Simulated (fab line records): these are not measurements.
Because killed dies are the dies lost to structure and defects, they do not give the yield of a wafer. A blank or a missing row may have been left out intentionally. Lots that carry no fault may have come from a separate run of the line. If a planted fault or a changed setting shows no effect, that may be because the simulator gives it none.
Matching of chambers / flow sky130 / rie diel-04 running SKY_CONTACT_ETCH_17: 4 sister chambers
The step etches SiO2 in C4F8/O2/Ar, stops on Si3N4, target depth 340 nm. 4 wafers are shown with their chamber, then 11 later ones without.

== WAFERS WITH THEIR CHAMBER ==
wafer=L081.6; chamber=3; chamber pressure mTorr (mTorr)=39.97
wafer=L086.1; chamber=0; chamber pressure mTorr (mTorr)=39.91
wafer=L086.3; chamber=1; chamber pressure mTorr (mTorr)=39.97
wafer=L090.1; chamber=2; chamber pressure mTorr (mTorr)=40.03

== WAFERS WITH NO CHAMBER GIVEN ==
wafer=L090.3; chamber pressure mTorr (mTorr)=39.98
wafer=L090.4; chamber pressure mTorr (mTorr)=40.03
wafer=L093.2; chamber pressure mTorr (mTorr)=40.04
wafer=L093.5; chamber pressure mTorr (mTorr)=40.01
wafer=L093.6; chamber pressure mTorr (mTorr)=40.00
wafer=L095.1; chamber pressure mTorr (mTorr)=40.04
wafer=L095.2; chamber pressure mTorr (mTorr)=39.95
wafer=L095.5; chamber pressure mTorr (mTorr)=40.03
wafer=L096.1; chamber pressure mTorr (mTorr)=39.98
wafer=L096.3; chamber pressure mTorr (mTorr)=40.01
wafer=L096.4; chamber pressure mTorr (mTorr)=40.04

== EACH ONE'S CHAMBER ==
wafer=L090.3; from the rows above=can't be placed: 1 or 3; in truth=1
wafer=L090.4; from the rows above=2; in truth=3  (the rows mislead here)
wafer=L093.2; from the rows above=2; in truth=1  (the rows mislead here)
wafer=L093.5; from the rows above=can't be placed: 2 or 1 or 3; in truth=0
wafer=L093.6; from the rows above=can't be placed: 1 or 2 or 3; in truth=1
wafer=L095.1; from the rows above=2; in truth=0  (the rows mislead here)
wafer=L095.2; from the rows above=can't be placed: 1 or 3 or 0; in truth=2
wafer=L095.5; from the rows above=2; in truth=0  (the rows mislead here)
wafer=L096.1; from the rows above=can't be placed: 1 or 3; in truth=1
wafer=L096.3; from the rows above=can't be placed: 2 or 1 or 3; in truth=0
wafer=L096.4; from the rows above=2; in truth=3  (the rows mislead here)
Placed correctly: 0 of 11. Can't be placed from these rows: 6 (the true chamber is among the candidates in 3). Number placed wrongly: 5.
How it was worked out, from the rows above alone: a wafer's distance from a chamber is the root of the sum, over the readings, of the square of ((its reading less the chamber's mean) divided by the reading's scatter). The wafer belongs to the nearest chamber; if the next one is less than 2 further off, it can't be placed. For every chamber, the mean is computed from those of its wafers that are shown. The scatter: with one shown wafer a chamber, the root of the mean of the squares of how far each hidden wafer lies from its nearest shown one.
